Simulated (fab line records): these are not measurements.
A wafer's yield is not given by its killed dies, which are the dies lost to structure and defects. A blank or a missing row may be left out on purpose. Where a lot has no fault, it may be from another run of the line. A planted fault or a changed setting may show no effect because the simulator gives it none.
fab line records	flow sky130
record: lots: 5	wafers: 15	last-day: 50
route steps=708 shown VIA2@525 METAL3@532 CAPM@537 PAD_OPEN@708
lots that met no fault: from a run of the same line without faults
start-h: start of the lot's first displayed wafer, in hours after the record's first day	wait-h: time in hours since the lot's previous step	" same as the row above	L1.1+2: one row covering several wafers at once	- value missing, or start not given	* or withheld: withheld	< > ~ a bound
route shown NAME@n: names a module that has steps shown in the file, with the first one's number in the route	usual: mean/standard deviation taken from wafers without a fault	same: alike in all rows	chamber/n: place in a boat	sites: the reading at each site	_std_site: the values' standard deviation	_edge_site: mean of outer sites minus mean of inner sites	radius-mm: for every site, how far away it sits from the centre of the wafer	mask NAME#n: copy n	behind: tool/chamber where the wafer was last shaped	hold: cause of the lot's hold/its duration in hours/its outcome	device: names the non-switching transistor (n, p or np)	end of line: the same wafers' tests at the end of the route	step lacking rows: just its recipe	killed: the dies lost at the first sort to structure and to defects; this is not the yield of the wafer	map: dies across one wafer; x = killed, . = not, _ = none there
set.NAME: the setting the step ran with; set.NAME@STEP: the setting that earlier step ran with	model.NAME: the simulator's own value behind a step, which no gauge read
lots at some steps of the route; a table a step, a row a wafer
services: the hour from which a tool's chamber was out of use, counted from the record's first day as start-h (under 0 if before that day), plus the number of hours and why
== steps ==
step: SKY_VIA2_CLEAN_18
recipe: chemistry: IPA	time-s: 180	temp-c: 25
step: SKY_VIA2_CLEAN_19
recipe: chemistry: O3/DIW	dry: n2-spin
step: SKY_VIA2_SPUTTER_20
recipe: material: TiN	target-thk-nm: 20	chamber-pressure-pa: 5	power-w: 4000	time-s: 80
usual: throttle-valve-pct: 30.3/0.92
lot.wafer	tool	chamber	start-h	wait-h	throttle-valve-pct
L333.3	pvd-sputter-03	-	887.69	0.0	29.2
L333.4	"	-	"	"	28.9
L333.5	"	-	"	"	30.7
L341.1	pvd-sputter-04	-	932.10	0.0	29.5
L341.2	"	-	"	"	31.0
L341.5	"	-	"	"	31.1
L344.2	pvd-sputter-01	-	954.29	0.0	31.2
L344.4	"	-	"	"	29.1
L344.5	"	-	"	"	29.3
L351.1	pvd-sputter-04	-	1008.35	0.0	30.7
L351.2	"	-	"	"	29.2
L351.4	"	-	"	"	31.1
L350.1	pvd-sputter-04	-	1009.27	0.0	30.8
L350.3	"	-	"	"	29.3
L350.4	"	-	"	"	31.1
step: SKY_VIA2_CVD_21
recipe: material: W	target-thk-nm: 420	time-s: 126.4	temp-c: 400	pressure-torr: 40
usual: heater-power-w: 839/110
lot.wafer	tool	chamber	start-h	wait-h	heater-power-w
L333.3	cvd-w-01	1	887.79	0.1	669
L333.4	"	0	"	"	849
L333.5	"	0	"	"	804
L341.1	cvd-w-02	0	932.16	0.0	932
L341.2	"	1	"	"	943
L341.5	"	1	"	"	928
L344.2	cvd-w-01	1	954.36	0.0	680
L344.4	"	1	"	"	672
L344.5	"	0	"	"	772
L351.1	cvd-w-02	0	1008.41	0.0	919
L351.2	"	0	"	"	937
L351.4	"	0	"	"	970
L350.1	cvd-w-01	0	1009.33	0.0	782
L350.3	"	1	"	"	679
L350.4	"	0	"	"	759
step: SKY_VIA2_RS_MEAS_22
recipe: thk-meas-gauge: four-point-probe	reads: W_of_VIA2_CVD_21+TiN_of_VIA2_SPUTTER_20
usual: VIA2_W_RS: 0.2735/0.0022
lot.wafer	tool	chamber	start-h	wait-h	VIA2_W_RS[ohm/sq]
L333.3	film-metro-01	-	887.92	0.1	0.2772
L333.4	"	-	"	"	0.2762
L333.5	"	-	"	"	0.2790
L341.1	film-metro-04	-	932.29	0.1	0.2755
L341.2	"	-	"	"	0.2739
L341.5	"	-	"	"	0.2746
L344.2	film-metro-02	-	954.51	0.1	0.2722
L344.4	"	-	"	"	0.2734
L344.5	"	-	"	"	0.2748
L351.1	film-metro-01	-	1008.67	0.2	0.2697
L351.2	"	-	"	"	0.2755
L351.4	"	-	"	"	0.2714
L350.1	film-metro-02	-	1009.46	0.1	0.2738
L350.3	"	-	"	"	0.2749
L350.4	"	-	"	"	0.2771
step: SKY_VIA2_THK_MEAS_23
recipe: thk-meas-gauge: xrf	reads: W_of_VIA2_CVD_21
usual: VIA2_W_THK: 446/9.3
lot.wafer	tool	chamber	start-h	wait-h	VIA2_W_THK[nm]
L333.3	film-metro-01	-	888.02	0.1	437
L333.4	"	-	"	"	440
L333.5	"	-	"	"	436
L341.1	film-metro-04	-	932.41	0.1	448
L341.2	"	-	"	"	450
L341.5	"	-	"	"	450
L344.2	film-metro-02	-	954.62	0.1	435
L344.4	"	-	"	"	437
L344.5	"	-	"	"	434
L351.1	film-metro-01	-	1008.79	0.1	458
L351.2	"	-	"	"	446
L351.4	"	-	"	"	453
L350.1	film-metro-02	-	1009.58	0.1	440
L350.3	"	-	"	"	435
L350.4	"	-	"	"	437
step: SKY_VIA2_CMP_24
recipe: stop-on: SiO2	t-overpolish-s: 20	down-force-psi: 3.5	platen-rpm: 60	target-thk-nm: 0	pad-velocity-m-s: 0.94248
step: SKY_METAL3_SPUTTER_00
recipe: material: Ti	target-thk-nm: 15	power-w: 3000	time-s: 10	chamber-pressure-pa: 0.4
step: SKY_METAL3_SPUTTER_01
recipe: material: TiN	target-thk-nm: 20	power-w: 6500	time-s: 16.7	chamber-pressure-pa: 0.4
step: SKY_METAL3_SPUTTER_02
recipe: material: AlCu	target-thk-nm: 735	power-w: 10600	time-s: 39.1	chamber-pressure-pa: 0.4
step: SKY_METAL3_SPUTTER_03
recipe: material: Ti	target-thk-nm: 5	power-w: 3000	time-s: 3.3	chamber-pressure-pa: 0.4
step: SKY_METAL3_SPUTTER_04
recipe: material: TiN	target-thk-nm: 70	power-w: 6500	time-s: 58.3	chamber-pressure-pa: 0.4
step: SKY_CAPM_CVD_00
recipe: material: SiO2	target-thk-nm: 15.5	temp-c: 400	time-s: withheld	rf-w: 450
usual: heater-power-w: 800/110
lot.wafer	tool	chamber	start-h	wait-h	heater-power-w	model.SiO2_of_CAPM_CVD_00.thk-nm
L333.3	pecvd-02	1	888.52	0.0	892	24.46
L333.4	"	2	"	"	731	15.59
L333.5	"	2	"	"	727	15.89
L341.1	pecvd-04	2	932.92	0.0	760	15.6
L341.2	"	1	"	"	814	15.4
L341.5	"	1	"	"	786	15.7
L344.2	pecvd-03	1	955.12	0.0	848	14.93
L344.4	"	0	"	"	615	15.5
L344.5	"	1	"	"	824	15.51
L351.1	pecvd-04	0	1009.31	0.0	754	15.26
L351.2	"	1	"	"	733	15.37
L351.4	"	0	"	"	768	15.47
L350.1	pecvd-02	2	1010.17	0.0	786	15.7
L350.3	"	1	"	"	845	15.42
L350.4	"	2	"	"	755	15.82
step: SKY_CAPM_THK_MEAS_01
recipe: reads: SiO2_of_CAPM_CVD_00
usual: CAPM_CVD_00_THK: 15.53/0.23
lot.wafer	tool	chamber	start-h	wait-h	hold	CAPM_CVD_00_THK[nm]
L333.3	film-metro-04	-	888.57	-	await-dispo/0.2h/release	24.46
L333.4	"	-	"	"	await-dispo/0.2h/release	15.55
L333.5	"	-	"	"	await-dispo/0.2h/release	15.92
L333.3	film-metro-04	-	888.79	0.2	-	24.49
L333.4	"	-	"	"	-	15.57
L333.5	"	-	"	"	-	15.87
L341.1	film-metro-04	-	932.95	-	-	15.59
L341.2	"	-	"	"	-	15.38
L341.5	"	-	"	"	-	15.67
L344.2	film-metro-02	-	955.15	-	-	14.99
L344.4	"	-	"	"	-	15.48
L344.5	"	-	"	"	-	15.53
L351.1	film-metro-03	-	1009.33	-	-	15.22
L351.2	"	-	"	"	-	15.38
L351.4	"	-	"	"	-	15.48
L350.1	film-metro-04	-	1010.19	-	-	15.64
L350.3	"	-	"	"	-	15.45
L350.4	"	-	"	"	-	15.73
step: SKY_CAPM_SPUTTER_02
recipe: material: TiN	target-thk-nm: 200	temp-c: 300	power-w: 6500	time-s: 166.7	chamber-pressure-pa: 0.4
usual: throttle-valve-pct: 30.2/1
lot.wafer	tool	chamber	start-h	wait-h	hold	throttle-valve-pct
L333.3	pvd-sputter-04	-	893.92	5.1	await-dispo/5.1h/release	31.2
L333.4	"	-	"	"	await-dispo/5.1h/release	29.4
L333.5	"	-	"	"	await-dispo/5.1h/release	30.8
L341.1	pvd-sputter-01	-	933.01	0.1	-	29.1
L341.2	"	-	"	"	-	31.6
L341.5	"	-	"	"	-	28.8
L344.2	pvd-sputter-01	-	955.20	0.0	-	28.8
L344.4	"	-	"	"	-	30.9
L344.5	"	-	"	"	-	31.3
L351.1	pvd-sputter-02	-	1009.39	0.1	-	31.7
L351.2	"	-	"	"	-	28.9
L351.4	"	-	"	"	-	28.7
L350.1	pvd-sputter-02	-	1010.25	0.1	-	28.9
L350.3	"	-	"	"	-	31.7
L350.4	"	-	"	"	-	29.2
step: SKY_CAPM_RS_MEAS_03
recipe: thk-meas-gauge: four-point-probe	reads: TiN_of_CAPM_SPUTTER_02
usual: CAPM_TIN_RS: 6.89/0.062
lot.wafer	tool	chamber	start-h	wait-h	CAPM_TIN_RS[ohm/sq]
L333.3	film-metro-03	-	894.08	0.1	6.98
L333.4	"	-	"	"	6.91
L333.5	"	-	"	"	6.98
L341.1	film-metro-02	-	933.12	0.1	6.79
L341.2	"	-	"	"	6.80
L341.5	"	-	"	"	6.77
L344.2	film-metro-04	-	955.33	0.1	6.90
L344.4	"	-	"	"	6.81
L344.5	"	-	"	"	6.84
L351.1	film-metro-03	-	1009.51	0.1	6.86
L351.2	"	-	"	"	6.82
L351.4	"	-	"	"	6.92
L350.1	film-metro-02	-	1010.38	0.1	6.88
L350.3	"	-	"	"	6.92
L350.4	"	-	"	"	6.93
step: SKY_CAPM_THK_MEAS_04
recipe: thk-meas-gauge: xrf	reads: TiN_of_CAPM_SPUTTER_02
usual: CAPM_TIN_THK: 200.6/2.5
lot.wafer	tool	chamber	start-h	wait-h	CAPM_TIN_THK[nm]
L333.3	film-metro-03	-	894.18	0.1	196.3
L333.4	"	-	"	"	198.8
L333.5	"	-	"	"	196.1
L341.1	film-metro-02	-	933.24	0.1	205.5
L341.2	"	-	"	"	205.4
L341.5	"	-	"	"	206.1
L344.2	film-metro-04	-	955.44	0.1	200.3
L344.4	"	-	"	"	202.1
L344.5	"	-	"	"	200.6
L351.1	film-metro-03	-	1009.63	0.1	200.5
L351.2	"	-	"	"	200.7
L351.4	"	-	"	"	197.5
L350.1	film-metro-02	-	1010.50	0.1	200.9
L350.3	"	-	"	"	200.5
L350.4	"	-	"	"	199.6
step: SKY_CAPM_DEHYDRATE_05
recipe: temp-c: 200	time-s: 60
step: SKY_CAPM_HMDS_06
recipe: prime-time-s: 60	prime-temp-c: 120
step: SKY_CAPM_COAT_07
recipe: resist: NOVOLAK	spin-rpm: 3000	resist-thk-nm: 1140
step: SKY_CAPM_SOFTBAKE_08
recipe: temp-c: 90	time-s: 60	resist: NOVOLAK
step: SKY_CAPM_EXPOSE_09
recipe: mask-id: CAPM	na: 0.6	source-shape: conventional	sigma-outer: 0.6	polarization: unpolarized	target-cd-nm: 1000	dose-mj: 159
step: SKY_CAPM_PEB_10
recipe: temp-c: withheld	time-s: *	resist: NOVOLAK
step: SKY_CAPM_DEVELOP_11
recipe: resist: NOVOLAK	developer: TMAH	develop-time-s: 60	dev-temp-c: 23
step: SKY_CAPM_OVL_MEAS_12
usual: CAPM_OVL: 1.2/1.3
lot.wafer	tool	chamber	start-h	wait-h	CAPM_OVL[nm]
L333.3	overlay-02	-	912.89	0.1	0.4
L333.4	"	-	"	"	2.0
L333.5	"	-	"	"	1.2
L341.1	overlay-02	-	956.58	0.1	2.1
L341.2	"	-	"	"	3.2
L341.5	"	-	"	"	4.8
L344.2	overlay-02	-	979.69	0.1	2.4
L344.4	"	-	"	"	2.0
L344.5	"	-	"	"	-0.6
L351.1	overlay-02	-	1032.33	0.1	-0.5
L351.2	"	-	"	"	1.6
L351.4	"	-	"	"	0.2
L350.1	overlay-01	-	1032.38	0.1	0.1
L350.3	"	-	"	"	0.6
L350.4	"	-	"	"	1.5
step: SKY_CAPM_METAL_ETCH_13
recipe: target-depth-nm: 220	stop-on: SiO2	chemistry: Cl2/BCl3	target: TiN	pressure-mtorr: 10	icp-w: 900	bias-w: 48.5	Cl2_flow_sccm: 60	bcl3-flow-sccm: 30	time-s: 62.9
usual: drypump-motor-current-A: 5.62/0.2	he-backside-leak-sccm: 3.18/0.24	mfc-cl2-sccm: 60.01/0.19	oes-product-au: 0.943/0.0063	throttle-valve-pct: 21.900/0.009
lot.wafer	tool	chamber	start-h	wait-h	drypump-motor-current-A	he-backside-leak-sccm	mfc-cl2-sccm	oes-product-au	rf-hours-counter-h	throttle-valve-pct
L333.3	rie-metal-02	1	912.94	0.0	5.65	3.18	59.99	0.927	-	21.907
L333.4	"	0	"	"	5.74	3.09	59.72	0.940	-	21.912
L333.5	"	0	"	"	5.75	3.06	59.62	0.936	-	21.908
L341.1	rie-metal-01	0	956.62	0.0	5.19	3.28	60.08	0.946	15	21.901
L341.2	"	1	"	"	5.78	3.08	60.25	0.946	11	21.889
L341.5	"	1	"	"	5.79	2.91	60.23	0.952	-	21.908
L344.2	rie-metal-02	1	979.74	0.0	5.63	3.11	60.36	0.941	-	21.906
L344.4	"	1	"	"	5.66	3.27	60.13	0.961	-	21.909
L344.5	"	1	"	"	5.65	3.19	60.22	0.944	-	21.899
L351.1	rie-metal-01	1	1032.36	0.0	5.77	3.30	60.05	0.946	15	21.899
L351.2	"	0	"	"	5.21	3.14	59.99	0.956	18	21.895
L351.4	"	0	"	"	5.20	3.12	60.20	0.933	-	21.906
L350.1	rie-metal-03	1	1032.42	0.0	5.65	3.49	59.78	0.938	17	21.894
L350.3	"	0	"	"	5.66	3.14	59.96	0.948	-	21.903
L350.4	"	1	"	"	5.76	3.75	59.67	0.943	-	21.900
step: SKY_CAPM_STRIP_14
recipe: chemistry: O2/N2	power-w: 1400	pressure-mtorr: 1500	platen-temp-c: withheld	o2-flow-sccm: 3000	n2-flow-sccm: 300	overash-fraction: 0.5
step: SKY_CAPM_STRIP_15
recipe: chemistry: post-etch-residue-remover	time-s: 1200	temp-c: 72.5
step: SKY_CAPM_CLEAN_16
recipe: chemistry: IPA	time-s: 180	temp-c: 25
step: SKY_CAPM_CLEAN_17
recipe: chemistry: O3/DIW	dry: n2-spin
step: SKY_METAL3_DEHYDRATE_05
recipe: temp-c: 200	time-s: 60
step: SKY_METAL3_HMDS_06
recipe: prime-time-s: 60	prime-temp-c: 120
step: SKY_METAL3_COAT_07
recipe: resist: BARC	temp-c: withheld	time-s: withheld	spin-rpm: 3000	resist-thk-nm: 60
step: SKY_METAL3_COAT_08
recipe: resist: KrF-thick	spin-rpm: 3000	resist-thk-nm: 1140
step: SKY_METAL3_SOFTBAKE_09
recipe: temp-c: 100	time-s: 90	resist: KrF-thick
step: SKY_METAL3_EXPOSE_10
recipe: mask-id: MM3	na: 0.68	source-shape: annular	sigma-inner: 0.4	sigma-outer: 0.8	target-cd-nm: 300	dose-mj: 28
step: SKY_METAL3_PEB_11
recipe: peb-temp-c: withheld	peb-time-s: withheld	resist: KrF-thick
step: SKY_METAL3_DEVELOP_12
recipe: develop-time-s: 60	resist: KrF-thick	dev-temp-c: 21
step: SKY_METAL3_CD_MEAS_13
recipe: target-cd-nm: 300
usual: cd-nm: 300.2/1.6
lot.wafer	tool	chamber	start-h	wait-h	cd-nm
L333.3	cd-sem-02	-	938.37	-	301.6
L333.4	"	-	"	"	301.3
L333.5	"	-	"	"	299.3
L341.1	cd-sem-02	-	981.09	-	298.7
L341.2	"	-	"	"	299.9
L341.5	"	-	"	"	299.7
L344.2	cd-sem-01	-	1003.91	-	301.4
L344.4	"	-	"	"	301.2
L344.5	"	-	"	"	301.2
L351.1	cd-sem-02	-	1054.68	-	298.2
L351.2	"	-	"	"	298.4
L351.4	"	-	"	"	297.1
L350.1	cd-sem-01	-	1055.03	-	303.1
L350.3	"	-	"	"	302.3
L350.4	"	-	"	"	302.4
step: SKY_METAL3_OVL_MEAS_14
usual: METAL3_OVL: -2/5.3
lot.wafer	tool	chamber	start-h	wait-h	METAL3_OVL[nm]
L333.3	overlay-01	-	938.46	0.1	-2
L333.4	"	-	"	"	0
L333.5	"	-	"	"	-4
L341.1	overlay-01	-	981.21	0.1	-9
L341.2	"	-	"	"	-10
L341.5	"	-	"	"	-9
L344.2	overlay-02	-	1004.01	0.1	-4
L344.4	"	-	"	"	-11
L344.5	"	-	"	"	-6
L351.1	overlay-02	-	1054.80	0.1	-6
L351.2	"	-	"	"	-6
L351.4	"	-	"	"	-3
L350.1	overlay-01	-	1055.15	0.1	-6
L350.3	"	-	"	"	-7
L350.4	"	-	"	"	-7
step: SKY_METAL3_DESCUM_15
recipe: chemistry: O2	source-power-w: 150	bias-power-w: 0	pressure-mtorr: 10	temp-c: 40	time-s: 8
usual: drypump-motor-current-A: 5.58/0.21	he-backside-leak-sccm: 3.28/0.24	oes-product-au: 1.000/0.0071	temp-c: 40.00/0.1
lot.wafer	tool	chamber	start-h	wait-h	drypump-motor-current-A	he-backside-leak-sccm	oes-product-au	rf-hours-counter-h	temp-c
L333.3	rie-metal-01	0	938.49	0.0	5.19	3.27	1.001	-	39.89
L333.4	"	1	"	"	5.77	3.09	1.006	-	40.15
L333.5	"	0	"	"	5.19	2.94	1.005	-	39.76
L341.1	rie-metal-01	0	981.24	0.0	5.20	3.00	0.999	16	39.97
L341.2	"	1	"	"	5.80	2.91	0.992	12	40.18
L341.5	"	1	"	"	5.79	3.14	0.998	-	40.04
L344.2	rie-metal-03	1	1004.04	0.0	5.73	3.71	0.997	15	40.25
L344.4	"	1	"	"	5.69	3.56	0.990	-	39.97
L344.5	"	0	"	"	5.62	3.45	1.000	-	40.01
L351.1	rie-metal-01	0	1054.83	0.0	5.20	3.19	1.005	19	40.02
L351.2	"	1	"	"	5.78	3.08	0.979	16	39.94
L351.4	"	1	"	"	5.77	2.99	0.996	-	39.94
L350.1	rie-metal-03	0	1055.18	0.0	5.65	3.26	1.004	21	39.89
L350.3	"	0	"	"	5.64	3.31	0.991	-	40.06
L350.4	"	1	"	"	5.74	3.43	0.998	-	40.01
step: SKY_METAL3_ETCH_16
recipe: chemistry: N2/H2	target: BARC	ion-energy-ev: 200	bias-w: 100	pressure-mtorr: 30	n2-flow-sccm: 100	h2-flow-sccm: 200	icp-w: 500	stop-on: SiO2	time-s: 88.2	target-depth-a: 600
step: SKY_METAL3_ETCH_17
recipe: target: SiO2	stop-on: TiN	chemistry: C4F8/O2/Ar	source-w: 1500	bias-w: 1200	pressure-mtorr: 40	c4f8-flow-sccm: withheld	O2_flow_sccm: 6	Ar_flow_sccm: 300	time-s: 3.9	target-depth-a: 150
usual: oes-product-au: 0.755/0.0074
lot.wafer	tool	chamber	start-h	wait-h	oes-product-au	rf-hours-counter-h	model.etch.depth-nm
L333.3	rie-diel-01	0	938.61	0.0	0.978	14	24.46
L333.4	"	3	"	"	0.760	12	15.59
L333.5	"	1	"	"	0.770	-	15.89
L341.1	rie-diel-04	1	981.37	0.1	0.759	14	15.6
L341.2	"	0	"	"	0.755	1	15.4
L341.5	"	0	"	"	0.755	-	15.7
L344.2	rie-diel-04	1	1004.18	0.1	0.741	14	14.93
L344.4	"	2	"	"	0.752	10	15.5
L344.5	"	1	"	"	0.756	-	15.51
L351.1	rie-diel-01	3	1054.96	0.1	0.750	17	15.26
L351.2	"	2	"	"	0.756	3	15.37
L351.4	"	1	"	"	0.759	18	15.47
L350.1	rie-diel-02	0	1055.31	0.1	0.764	5	15.7
L350.3	"	1	"	"	0.752	24	15.42
L350.4	"	3	"	"	0.769	9	15.82
step: SKY_PAD_OPEN_PROBE_99
usual: defect-limited-yield: 82.5/1.9	killed_at_M0_to_M3: 44/7.2	killed_at_M4_up: 3.1/1.7	killed-at-contacts: 25/5.1	killed-at-front-end: 14/4.6	killed-at-other: 0.3/0.59	killed-dies: 86/9.6	killed-on-rim: 17/4.1	killed-open: 47/7.4	killed-short: 39/6
same: gross-dies: 492	killed-at-back-side: 0
lot.wafer	tool	chamber	start-h	wait-h	defect-limited-yield[%]	killed_at_M0_to_M3	killed_at_M4_up	killed-at-contacts	killed-at-front-end	killed-at-other	killed-dies	killed-on-rim	killed-open	killed-short	model.etest.tester.sort-n-pass	model.etest.tester.sort-yield-pct	model.etest.tester.sort_bin_5_pct	model.etest.cap-mim.bv-v	model.etest.cap-mim.leak-log10-a-cm2	model.etest.tester.sort_bin_3_pct	model.etest.met3-comb.leak-log10-a-um	model.etest.cap-mim.c-ff-um2
L333.3	prober-01	-	1105.73	0.2	85.6	37	0	19	13	2	71	6	32	39	0	0	90.67	22.16	-10.37	2.013	-10.67	1.489
L333.4	prober-01	-	1105.78	0.2	85.8	41	1	23	4	1	70	11	36	34	422	85.77	9.146	13.91	-9.093	0.2033	-11.93	2.32
L333.5	prober-01	-	1105.83	0.2	80.3	49	3	27	18	0	97	14	50	47	395	80.28	11.99	14.4	-9.015	1.016	-11.96	2.282
L341.1	prober-01	-	1140.17	0.1	80.9	46	3	28	17	0	94	21	50	44	398	80.89	12.8	13.83	-8.972	0.813	-12	2.325
L341.2	prober-01	-	1140.22	0.1	82.3	43	4	29	11	0	87	23	38	49	405	82.32	9.146	13.73	-8.913	0.813	-12.11	2.354
L341.5	prober-01	-	1140.37	0.2	79.7	51	5	27	16	1	100	16	57	43	392	79.67	13.41	13.76	-9.063	1.016	-12	2.318
L344.2	prober-02	-	1159.03	0.1	80.1	46	5	28	19	0	98	17	40	58	394	80.08	11.99	13.3	-8.874	0.6098	-11.99	2.423
L344.4	prober-02	-	1159.13	0.2	83.9	34	1	27	17	0	79	16	40	39	413	83.94	9.146	14.01	-8.923	0.6098	-12.08	2.337
L344.5	prober-02	-	1159.18	0.2	84.1	34	1	26	17	0	78	19	39	39	414	84.15	8.74	14.23	-8.956	0.813	-12.06	2.337
L351.1	prober-02	-	1195.45	0.1	80.3	42	4	34	16	1	97	15	51	46	395	80.28	10.77	13.87	-8.987	1.016	-11.91	2.383
L351.2	prober-02	-	1195.50	0.1	84.3	38	5	19	15	0	77	16	37	40	415	84.35	10.98	14	-8.839	0.4065	-12.06	2.355
L351.4	prober-02	-	1195.60	0.2	83.1	39	4	21	19	0	83	20	42	41	409	83.13	10.98	13.64	-9.085	0.813	-11.95	2.327
L350.1	prober-01	-	1195.96	0.1	85.0	36	5	25	8	0	74	16	47	27	418	84.96	11.38	14.27	-8.979	0.6098	-11.83	2.305
L350.3	prober-01	-	1196.06	0.2	82.5	46	4	28	8	0	86	18	43	43	406	82.52	9.959	13.83	-8.884	0.6098	-11.97	2.357
L350.4	prober-01	-	1196.11	0.2	85.2	32	4	28	9	0	73	15	35	38	419	85.16	8.74	14.23	-8.939	1.626	-11.91	2.298
killed by level:class
L333.3 FIELD_ISO:geometric-particle:short=6 METAL1:geometric-particle:short=6 VIA1:geometric-particle:open=6 VIA2:geometric-particle:open=6 CONTACT:geometric-particle:short=5 CONTACT:geometric-particle:open=5 VIA3:geometric-particle:short=5 LOCAL_INTERCONNECT:geometric-particle:short=4
L333.4 CONTACT:geometric-particle:open=12 VIA3:geometric-particle:short=7 VIA1:geometric-particle:open=6 VIA3:geometric-particle:open=6 VIA2:geometric-particle:open=6 CONTACT:geometric-particle:short=4 VIA1:geometric-particle:short=4 METAL2:geometric-particle:short=4
L333.5 VIA1:geometric-particle:open=11 CONTACT:geometric-particle:open=8 VIA3:geometric-particle:open=8 LI_CONTACT:geometric-particle:open=7 VIA1:geometric-particle:short=7 CONTACT:geometric-particle:short=6 VIA2:geometric-particle:short=5 METAL1:geometric-particle:short=5
L341.1 VIA1:geometric-particle:open=12 LI_CONTACT:geometric-particle:open=9 CONTACT:geometric-particle:open=9 FIELD_ISO:geometric-particle:short=7 VIA3:geometric-particle:open=6 FIELD_ISO:geometric-particle:open=5 METAL2:geometric-particle:short=5 VIA2:geometric-particle:short=5
L341.2 CONTACT:geometric-particle:short=9 VIA3:geometric-particle:short=8 VIA2:geometric-particle:open=8 METAL1:geometric-particle:short=8 CONTACT:geometric-particle:open=7 LI_CONTACT:geometric-particle:open=6 VIA1:geometric-particle:open=6 FIELD_ISO:geometric-particle:open=5
L341.5 CONTACT:geometric-particle:open=13 VIA2:geometric-particle:open=9 METAL2:geometric-particle:short=9 LI_CONTACT:geometric-particle:open=8 VIA1:geometric-particle:open=7 VIA1:geometric-particle:short=5 CONTACT:geometric-particle:short=4 FIELD_ISO:geometric-particle:open=4
L344.2 CONTACT:geometric-particle:open=11 CONTACT:geometric-particle:short=10 VIA1:geometric-particle:open=9 VIA1:geometric-particle:short=8 FIELD_ISO:geometric-particle:short=7 VIA3:geometric-particle:open=7 METAL2:geometric-particle:short=5 METAL4:geometric-particle:short=5
L344.4 CONTACT:geometric-particle:open=12 LI_CONTACT:geometric-particle:open=8 VIA1:geometric-particle:open=6 VIA2:geometric-particle:short=6 METAL2:geometric-particle:short=5 FIELD_ISO:geometric-particle:short=4 POLY_GATE:geometric-particle:short=4 CONTACT:geometric-particle:short=4
L344.5 METAL2:geometric-particle:short=9 FIELD_ISO:geometric-particle:open=6 LI_CONTACT:geometric-particle:open=6 LI_CONTACT:geometric-particle:short=5 LOCAL_INTERCONNECT:geometric-particle:short=5 VIA1:geometric-particle:open=5 METAL3:geometric-particle:short=4 POLY_GATE:geometric-particle:short=4
L351.1 CONTACT:geometric-particle:open=13 LI_CONTACT:geometric-particle:open=10 METAL1:geometric-particle:short=10 LOCAL_INTERCONNECT:geometric-particle:short=7 VIA3:geometric-particle:open=6 VIA1:geometric-particle:open=5 VIA2:geometric-particle:open=5 VIA2:geometric-particle:short=4
L351.2 LI_CONTACT:geometric-particle:open=9 VIA2:geometric-particle:open=8 VIA3:geometric-particle:short=7 POLY_GATE:geometric-particle:short=5 METAL2:geometric-particle:short=5 POLY_GATE:geometric-particle:open=4 CONTACT:geometric-particle:open=4 METAL1:geometric-particle:short=4
L351.4 LI_CONTACT:geometric-particle:open=11 METAL1:geometric-particle:short=8 VIA1:geometric-particle:open=8 POLY_GATE:geometric-particle:short=7 VIA1:geometric-particle:short=7 VIA2:geometric-particle:open=6 FIELD_ISO:geometric-particle:open=5 METAL4:geometric-particle:short=4
L350.1 LI_CONTACT:geometric-particle:open=13 VIA2:geometric-particle:open=7 VIA1:geometric-particle:open=7 VIA3:geometric-particle:open=6 CONTACT:geometric-particle:open=5 METAL1:geometric-particle:short=4 VIA1:geometric-particle:short=4 POLY_GATE:geometric-particle:short=3
L350.3 VIA2:geometric-particle:open=10 LI_CONTACT:geometric-particle:open=10 VIA1:geometric-particle:open=10 CONTACT:geometric-particle:open=8 VIA1:geometric-particle:short=6 METAL2:geometric-particle:short=6 LI_CONTACT:geometric-particle:short=5 VIA3:geometric-particle:short=5
L350.4 LI_CONTACT:geometric-particle:open=11 VIA1:geometric-particle:open=8 LOCAL_INTERCONNECT:geometric-particle:short=7 METAL1:geometric-particle:short=6 CONTACT:geometric-particle:short=5 VIA2:geometric-particle:open=5 VIA3:geometric-particle:open=4 METAL4:geometric-particle:short=4
== services ==
tool	chamber	start-h	hours	kind
cvd-w-02	-	866.91	0.3	repair
pecvd-02	0	868.79	19.8	repair
pecvd-02	-	874.45	2.8	pm
rie-metal-03	-	886.91	5.7	repair
rie-diel-01	2	900.28	6.2	repair
cvd-w-01	-	904.00	14.0	pm
rie-diel-04	0	904.07	15.2	repair
rie-diel-04	3	906.98	12.1	repair
cvd-w-01	-	908.54	2.8	repair
pvd-sputter-02	-	911.20	1.0	repair
rie-diel-04	-	917.70	1.0	repair
cvd-w-02	-	918.00	2.8	pm
rie-metal-03	1	926.56	4.8	repair
cvd-w-02	-	939.76	1.5	repair
pecvd-04	-	945.67	28.1	pm
rie-metal-02	-	950.38	5.2	repair
pvd-sputter-01	-	969.70	1.8	repair
pvd-sputter-01	-	974.84	60.0	repair
rie-diel-01	-	977.07	0.7	repair
rie-metal-02	0	978.26	2.7	repair
pvd-sputter-04	-	982.18	7.5	repair
pecvd-02	-	998.06	4.3	pm
cvd-w-02	0	1001.23	4.4	repair
pvd-sputter-04	-	1030.24	6.7	repair
== key ==
first-sign: step: SKY_CAPM_THK_MEAS_01	reading: visit	direction: added
effect: step: SKY_CAPM_THK_MEAS_01	reading: CAPM_CVD_00_THK	direction: up	sigmas: 38	usual: 15.53	struck: 24.46
effect: step: SKY_METAL3_ETCH_17	reading: oes-product-au	direction: up	sigmas: 30	usual: 0.755	struck: 0.978
model-effect: step: SKY_CAPM_CVD_00	value: SiO2_of_CAPM_CVD_00.thk-nm	without: 15.74	struck: 24.46
model-effect: step: SKY_METAL3_ETCH_17	value: etch.depth-nm	without: 15.74	struck: 24.46
model-effect: step: SKY_PAD_OPEN_PROBE_99	value: etest.tester.sort-n-pass	without: 421	struck: 0
met-at SKY_CAPM_CVD_00
struck-wafers L333.3
fault: kind: process-parameter-drift	tool: pecvd-02	chamber: -	onset-h: 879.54	steps: SKY_CAPM_CVD_00	channel: target-thk-nm	offset: 8.6725	shape: step	end-h: 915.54	scope: struck-wafers-only	acts-in: these-recipes-only	stated: 15.5
